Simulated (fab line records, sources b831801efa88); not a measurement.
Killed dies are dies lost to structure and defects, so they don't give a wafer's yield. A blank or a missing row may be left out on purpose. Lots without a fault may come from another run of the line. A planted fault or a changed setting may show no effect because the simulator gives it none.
A struck lot beside a sound one | flow gf180mcu | 14 steps out of a route of 602
Sound: wafers L952.2, L952.3, L952.4. Struck: wafers L956.2, L956.3, L956.6. The cause comes at the end.
At each step with rows: each side's tool, then ch and its chambers, then its first start. Under that, the readings that differ: sound wafers | struck wafers | difference of the means | sigmas: that difference in standard deviations of wafers without a fault.
alike: readings whose means differ by less than 2 such deviations, and words and numbers that are the same on both sides. not compared: withheld readings, readings that some wafer has no value for, bounds like >300 that may hide the same value, and numbers for which the record gives no deviation and whose values overlap.
The two part at a step that has a row with sigmas, a row that says differs or no value, or rows on one side only. Numbers that don't overlap but have no deviation are shown without sigmas and don't part them. A reading that every wafer of one side lacks parts them only if that side has two wafers or more.

first, 1 step without rows for these wafers: GF_HV_LDD_CLEAN_51 (cleans in SC1/SC2, time 150 s).
GF_HV_LDD_RTA_52: time 10 s.
  sound on rtp_anneal-02 ch 0, day 12 21:41; struck on rtp_anneal-02 ch 0, day 14 15:32
  alike: lamp_power_pct, wafer_temp_C_max
GF_HV_LDD_RS_MEAS_53: measures by four-point-probe.
  sound on film_metro-03, day 12 21:46; struck on film_metro-01, day 14 15:37
  alike: HV_LDD_RS
then, 1 step without rows for these wafers: GF_HV_LDD_CVD_54 (deposits SiO2 from TEOS, target thk 10 nm, time 75 s).
GF_HV_LDD_THK_MEAS_55:
  sound on film_metro-03, day 12 22:53; struck on film_metro-03, day 14 16:59
  alike: HV_LDD_CVD_54_THK
then, 1 step without rows for these wafers: GF_HV_LDD_CVD_56 (deposits Si3N4 from DCS/NH3, target thk 90 nm, time 1543 s).
GF_HV_LDD_THK_MEAS_57:
  sound on film_metro-04, day 13 01:10; struck on film_metro-01, day 14 18:28
  alike: HV_LDD_CVD_56_THK
GF_HV_LDD_ETCHBACK_58: etches Si3N4 in CH3F/O2, stops on SiO2, time 100 s, target depth 90 nm.
  sound on rie_diel-04 ch 0,2,3, day 13 01:13; struck on rie_diel-04 ch 0,1,3, day 14 18:31
  alike: chamber_pressure_mTorr, drypump_motor_current_A, oes_product_au, throttle_valve_pct
  not compared: rf_hours_counter_h
then, 4 steps without rows for these wafers: GF_NSD_DEHYDRATE_00 (time 60 s); GF_NSD_HMDS_01 (prime time 60 s); GF_NSD_COAT_02 (resist thk 1000 nm); GF_NSD_SOFTBAKE_03 (time 60 s).
GF_NSD_EXPOSE_04: exposes mask Nplus, target cd 400 nm.
  sound on iline_stepper-02 ch 0, day 13 11:52; struck on iline_stepper-02, day 15 05:31
  no value came back on the struck wafers for exposure_dose_mJ_cm2, focus_offset_nm (nm), sigma_outer; on the sound wafers exposure_dose_mJ_cm2 reads 140.22 140.14 140.18
  alike: mask
then, 1 step without rows for these wafers: GF_NSD_PEB_05.

WHERE THEY PART
Only at GF_NSD_EXPOSE_04, within this record.

WHY: what the simulator had put in
Skipped step whole: iline_stepper-02, from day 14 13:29 on, at GF_NSD_EXPOSE_04. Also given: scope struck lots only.
